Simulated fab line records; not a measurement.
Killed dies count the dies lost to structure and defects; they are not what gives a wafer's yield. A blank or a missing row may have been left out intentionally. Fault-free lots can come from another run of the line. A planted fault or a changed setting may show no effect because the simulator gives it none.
A single fault, viewed from 2 desks :: flow gf180mcu :: what lay behind the numbers comes last; until then each desk has only its own

DESK OF THE TOOL OWNER: pvd_sputter-04
The tool's own readings at GF_V2_SPUTTER_22 (material TiN, target thk 10 nm, time 40 s): means of the sampled wafers that have a number, for each lot that ran on this tool. The brackets show how far a lot's mean lies from the usual mean; more than 4 standard deviations puts the lot out of limits, marked OUT.
Columns: A = throttle_valve_pct at GF_V2_SPUTTER_22, usual 30.3 %
lot: L167
first seen here: day 21 01:15
A: 30.7

lot: L173
first seen here: day 23 02:17
A: 30.1

lot: L174
first seen here: day 23 05:49
A: 30.0
This desk found nothing out of limits on any of the 3 lots.

METROLOGY DESK
Lot by lot, what the gauges showed, no matter which tool ran the lot: averages of those sampled wafers that carry a number. The brackets show how far a lot's mean lies from the usual mean; more than 4 standard deviations puts the lot out of limits, marked OUT.
Columns: A = cd_nm at GF_V2_CD_MEAS_14, usual 259.8 nm; B = V2_OVL at GF_V2_OVL_MEAS_15, usual 1 nm
lot: L167
first seen here: day 21 00:22
A: 259.0
B: -1

lot: L166
first seen here: day 21 01:49
A: 258.9
B: 2

lot: L173
first seen here: day 23 01:26
A: 258.8
B: 4

lot: L174
first seen here: day 23 04:53
A: 257.9
B: 5

lot: L179
first seen here: day 25 06:17
A: 259.4
B: 8

lot: L183
first seen here: day 26 11:11
A: 260.9
B: 6
This desk found nothing out of limits on any of the 6 lots.

PUT TOGETHER
The tool owner's desk saw nothing out of limits.
Nothing out of limits was seen by the metrology desk.

WHAT THE SIMULATOR HAD INSERTED
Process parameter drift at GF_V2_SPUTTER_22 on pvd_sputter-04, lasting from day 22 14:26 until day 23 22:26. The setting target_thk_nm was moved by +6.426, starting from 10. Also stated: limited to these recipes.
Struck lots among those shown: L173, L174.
